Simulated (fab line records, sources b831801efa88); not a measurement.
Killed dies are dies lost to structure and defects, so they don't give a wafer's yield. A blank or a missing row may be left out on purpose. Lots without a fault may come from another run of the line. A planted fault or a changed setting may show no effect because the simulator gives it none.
Which tool did it? | flow sky130 | 13 lots, 39 wafers sampled, at 4 steps of a route of 708

WHAT THE GAUGES READ, wafer by wafer
SKY_FIELD_ISO_CD_MEAS_13: target cd 150 nm. Usual: cd_nm 150.0 nm, standard deviation 1.8.
lot  | measured    | on        | cd_nm (nm)        | flag
L686 | day 2 15:31 | cd_sem-02 | 149.1 149.4 149.8 |
L689 | day 3 09:14 | cd_sem-01 | 150.0 149.4 151.5 |
L690 | day 3 10:58 | cd_sem-01 | 148.8 150.3 149.5 |
L692 | day 4 00:01 | cd_sem-01 | 149.6 150.3 150.7 |
L693 | day 4 03:36 | cd_sem-02 | 147.3 147.1 148.1 |
L694 | day 4 08:57 | cd_sem-02 | 152.2 151.1 150.4 |
L700 | day 5 18:11 | cd_sem-01 | 150.6 150.8 149.3 |
L701 | day 5 21:14 | cd_sem-02 | 150.7 150.1 151.0 |
L703 | day 6 06:49 | cd_sem-02 | 154.1 153.9 153.9 |
L704 | day 6 13:14 | cd_sem-02 | 152.9 153.0 154.2 |
L705 | day 6 16:32 | cd_sem-01 | 149.9 150.4 150.4 |
L706 | day 6 23:53 | cd_sem-01 | 145.5 145.6 146.4 |
L707 | day 7 03:56 | cd_sem-02 | 152.0 150.2 153.4 |

SKY_FIELD_ISO_THK_MEAS_23. Usual: FIELD_ISO_OXIDATION_01_THK 9.90 nm, standard deviation 0.21.
lot  | measured    | on            | FIELD_ISO_OXIDATION_01_THK (nm) | flag
L686 | day 2 18:40 | film_metro-04 | 9.74 9.64 9.62                  |
L689 | day 3 11:29 | film_metro-03 | 9.86 9.70 9.95                  |
L690 | day 3 12:49 | film_metro-04 | 10.05 10.18 10.09               |
L692 | day 4 03:29 | film_metro-04 | 9.39 9.52 9.78                  |
L693 | day 4 10:28 | film_metro-03 | 9.39 9.64 9.52                  |
L694 | day 4 13:11 | film_metro-03 | 9.99 10.03 9.87                 |
L700 | day 5 20:01 | film_metro-03 | 9.90 9.97 10.25                 |
L701 | day 5 23:24 | film_metro-04 | 10.06 9.92 9.97                 |
L703 | day 6 11:39 | film_metro-03 | 9.94 10.09 10.04                |
L704 | day 6 15:07 | film_metro-02 | 9.99 9.90 9.72                  |
L705 | day 6 18:39 | film_metro-04 | 10.01 9.95 9.93                 |
L706 | day 7 01:45 | film_metro-02 | 9.83 10.07 10.08                |
L707 | day 7 06:43 | film_metro-03 | 10.08 10.02 9.97                |

WHICH TOOL RAN EACH LOT (tool, then ch and the chambers of the sampled wafers, then the start)
lot  | SKY_FIELD_ISO_ETCH_15             | SKY_FIELD_ISO_WET_ETCH_18
L686 | rie_diel-04 ch 1,2, day 2 15:37   | wet_bench-02 ch 3, day 2 15:51
L689 | rie_diel-02 ch 0,2,3, day 3 09:22 | wet_bench-04 ch 2, day 3 09:36
L690 | rie_diel-03 ch 0,1, day 3 11:07   | wet_bench-04 ch 1, day 3 11:21
L692 | rie_diel-02 ch 1,2, day 4 00:10   | wet_bench-02 ch 3, day 4 00:24
L693 | rie_diel-03 ch 1,3, day 4 03:43   | wet_bench-01 ch 0, day 4 03:57
L694 | rie_diel-02 ch 0,1, day 4 09:04   | wet_bench-04 ch 1, day 4 09:18
L700 | rie_diel-02 ch 0,1,3, day 5 18:19 | wet_bench-02 ch 2, day 5 18:33
L701 | rie_diel-04 ch 1,2, day 5 21:22   | wet_bench-01 ch 2, day 5 21:36
L703 | rie_diel-04 ch 0,1,3, day 6 06:58 | wet_bench-01 ch 3, day 6 07:12
L704 | rie_diel-04 ch 0,1,3, day 6 13:22 | wet_bench-04 ch 3, day 6 13:36
L705 | rie_diel-02 ch 0,1,2, day 6 16:42 | wet_bench-04 ch 0, day 6 16:56
L706 | rie_diel-03 ch 0,1,3, day 7 00:03 | wet_bench-02 ch 1, day 7 00:17
L707 | rie_diel-04 ch 0,1,3, day 7 04:06 | wet_bench-04 ch 2, day 7 04:20
- SKY_FIELD_ISO_ETCH_15: etches the open film in CHF3/O2, stops on Si, target depth 180 nm, time 72 s.
- SKY_FIELD_ISO_WET_ETCH_18: etches Si3N4 in H3PO4, target depth 25 nm, time 286 s.

WHAT THE TOOLS THEMSELVES READ (means of the sampled wafers that have a number; where no wafer has one, the mark that the record gives instead)
SKY_FIELD_ISO_ETCH_15. Usual: drypump_motor_current_A 5.6 A, standard deviation 0.57; oes_product_au 0.946 a.u., standard deviation 0.0063; run_length_s 100.3 s, standard deviation 0.51; throttle_valve_pct 8.842 %, standard deviation 0.0091.
lot  | tool        | drypump_motor_current_A (A) | oes_product_au (a.u.) | run_length_s (s) | throttle_valve_pct (%) | flag
L686 | rie_diel-04 | 5.5                         | 0.940                 | 100.6            | 8.843                  |
L689 | rie_diel-02 | 5.5                         | 0.954                 | 100.2            | 8.844                  |
L690 | rie_diel-03 | 5.9                         | 0.945                 | 100.2            | 8.848                  |
L692 | rie_diel-02 | 6.0                         | 0.944                 | 99.9             | 8.848                  |
L693 | rie_diel-03 | 5.8                         | 0.941                 | 100.9            | 8.848                  |
L694 | rie_diel-02 | 5.1                         | 0.944                 | 100.5            | 8.847                  |
L700 | rie_diel-02 | 4.9                         | 0.944                 | 100.4            | 8.832                  |
L701 | rie_diel-04 | 5.5                         | 0.941                 | 100.3            | 8.843                  |
L703 | rie_diel-04 | 5.5                         | 0.945                 | 100.3            | 8.853                  |
L704 | rie_diel-04 | 5.4                         | 0.939                 | 100.6            | 8.846                  |
L705 | rie_diel-02 | 5.5                         | 0.952                 | 100.1            | 8.845                  |
L706 | rie_diel-03 | 5.8                         | 0.954                 | 100.4            | 8.842                  |
L707 | rie_diel-04 | 5.5                         | 0.941                 | 100.3            | 8.833                  |

SKY_FIELD_ISO_WET_ETCH_18. Usual: run_length_s 316 s, standard deviation 3.9.
lot  | tool         | run_length_s (s) | flag
L686 | wet_bench-02 | 320              |
L689 | wet_bench-04 | 317              |
L690 | wet_bench-04 | 318              |
L692 | wet_bench-02 | 314              |
L693 | wet_bench-01 | 317              |
L694 | wet_bench-04 | 311              |
L700 | wet_bench-02 | 313              |
L701 | wet_bench-01 | 512              | OFF
L703 | wet_bench-01 | 320              |
L704 | wet_bench-04 | 319              |
L705 | wet_bench-04 | 320              |
L706 | wet_bench-02 | 317              |
L707 | wet_bench-04 | 309              |

THE ANSWER, worked out from the rows above alone
Rule: a lot is off if the mean of its wafers that have a number lies more than 3 standard deviations from the usual mean. A lot without any number at a reading at which 4 lots or more have one is off too. The other lots that the step has rows for count as sound. The gauges are gone through in route order, then the tools' own readings, and for those a lot's mean is taken as printed above. The first step at which some lot is off is used, and at that step the reading that is off furthest; a lot without a number counts as furthest.
Off: L701, at SKY_FIELD_ISO_WET_ETCH_18 (run_length_s).
A tool fits if, at that step or a process step before it, it ran every lot that is off, and no sound lot after the first of them. None of those tried fits.

WHAT THE SIMULATOR HAD PUT IN
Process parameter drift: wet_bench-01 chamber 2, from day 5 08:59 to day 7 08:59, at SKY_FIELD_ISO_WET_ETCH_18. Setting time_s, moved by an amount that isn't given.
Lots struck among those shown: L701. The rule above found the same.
